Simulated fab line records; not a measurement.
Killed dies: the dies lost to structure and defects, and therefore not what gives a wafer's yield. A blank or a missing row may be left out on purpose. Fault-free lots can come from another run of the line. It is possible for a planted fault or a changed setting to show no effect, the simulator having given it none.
A struck lot beside a sound one / flow sfq-line / 17 steps out of a route of 325
Sound: these wafers, L509.1, L509.3, L509.5. The struck wafers were L499.4, L499.5, L499.6. The cause is named last.
Order at every step that has rows: each side's tool, ch and its chambers, its first start. Under that, the readings that differ: sound wafers / struck wafers / difference of the means / sigmas: that difference in standard deviations of wafers without a fault.
alike: a reading whose means differ by less than 2 such deviations, as well as words and numbers matching on both sides. not compared: withheld readings; readings where some wafer has no value; bounds like >300 that might hide an equal value; numbers whose values overlap and for which the record gives no deviation.
The two part at a step that has a row with sigmas, a row that says differs or no value, or rows on one side only. Numbers that don't overlap but have no deviation are shown without sigmas and don't part them. A reading that every wafer of one side lacks parts them only if that side has two wafers or more.

SFQ_M4_OVL_MEAS_926:
  struck on overlay-01, day 51 17:40; sound on overlay-01, day 53 12:01
  alike: M4_OVL
SFQ_TRILAYER_M4_BARC_OPEN_METAL_ETCH_123: etches BARC in O2, target depth 125 nm, time 41.7 s.
  sound on rie-metal-02 ch 0,1, day 53 12:04; struck on rie-metal-03 ch 0,1, day 51 17:43
  alike: drypump-motor-current-A, he-backside-leak-sccm, oes-product-au
  not compared: rf-hours-counter-h
then, 1 step without rows for these wafers: SFQ_TRILAYER_M4_ETCH_METAL_ETCH_096 (etches Nb in Cl2/Ar, stops on SiO2, target depth 240 nm, time 120 s).
SFQ_TRILAYER_M4_STRIP_STRIP_097: strips in O2.
  sound on rie-metal-02 ch 0,1, day 53 12:14; struck on rie-metal-03 ch 0,1, day 51 18:04
  alike: drypump-motor-current-A, he-backside-leak-sccm, oes-product-au
  not compared: rf-hours-counter-h
then, 2 steps without rows for these wafers: SFQ_TRILAYER_M4_STRIP_SOLV_CLEAN_098 (cleans in NMP, time 600 s); SFQ_TRILAYER_I4_DEP_PECVD_099 (deposits SiO2 from SiH4/N2O, time 111.11 s, target thk 500 nm).
SFQ_TRILAYER_I4_CMP_CMP_100: polishes SiO2.
  sound on cmp-02 ch 1,2,3, day 53 13:36; struck on cmp-01 ch 0,1, day 51 18:44
  alike: motor-current-A, time-to-endpoint-s
SFQ_I4_BOW_MEAS_927:
  struck on film-metro-03, day 51 21:47; sound on film-metro-03, day 53 16:06
  alike: I4_BOW
SFQ_TRILAYER_I4_METRO_MEASURE_101:
  struck on film-metro-03, day 51 22:27; sound on film-metro-03, day 53 16:13
  alike: thk-nm
then, 3 steps without rows for these wafers: SFQ_TRILAYER_I4_VIA_LITHO_COAT_108 (resist thk 62 nm); SFQ_TRILAYER_I4_VIA_LITHO_COAT_103 (resist thk 650 nm); SFQ_TRILAYER_I4_VIA_LITHO_SOFTBAKE_107.
SFQ_TRILAYER_I4_VIA_LITHO_EXPOSE_104: exposes mask I4, target cd 700 nm.
  sound on krf-scanner-01 ch 0, day 53 18:10; struck on krf-scanner-02 ch 0, day 52 00:24
reading=model.I4.overlay-x-nm (nm); sound=6.756 6.756 6.756; struck=81.17 81.17 81.17; difference=+74.41; sigmas=
  alike: mask, reticle-temp-C
then, 2 steps without rows for these wafers: SFQ_TRILAYER_I4_VIA_LITHO_PEB_106 (peb time 60 s); SFQ_TRILAYER_I4_VIA_LITHO_DEVELOP_105 (time 60 s).
SFQ_I4_OVL_MEAS_928:
  struck on overlay-01, day 52 01:19; sound on overlay-02, day 53 19:40
reading=I4_OVL (nm); sound=9 5 4; struck=83 87 84; difference=+79; sigmas=+15
SFQ_TRILAYER_I4_VIA_BARC_OPEN_VIA_ETCH_146: etches BARC in O2, target depth 125 nm, time 41.7 s.
  sound on rie-diel-02 ch 0,3, day 53 19:43; struck on rie-diel-01 ch 1,2,3, day 52 01:20
  alike: drypump-motor-current-A, oes-product-au
  not compared: rf-hours-counter-h

== WHERE THEY PART ==
SFQ_I4_OVL_MEAS_928 only, going by this record. Later steps at which nothing parts them and some readings are alike: SFQ_TRILAYER_I4_VIA_BARC_OPEN_VIA_ETCH_146.

WHY: what had been put in by the simulator
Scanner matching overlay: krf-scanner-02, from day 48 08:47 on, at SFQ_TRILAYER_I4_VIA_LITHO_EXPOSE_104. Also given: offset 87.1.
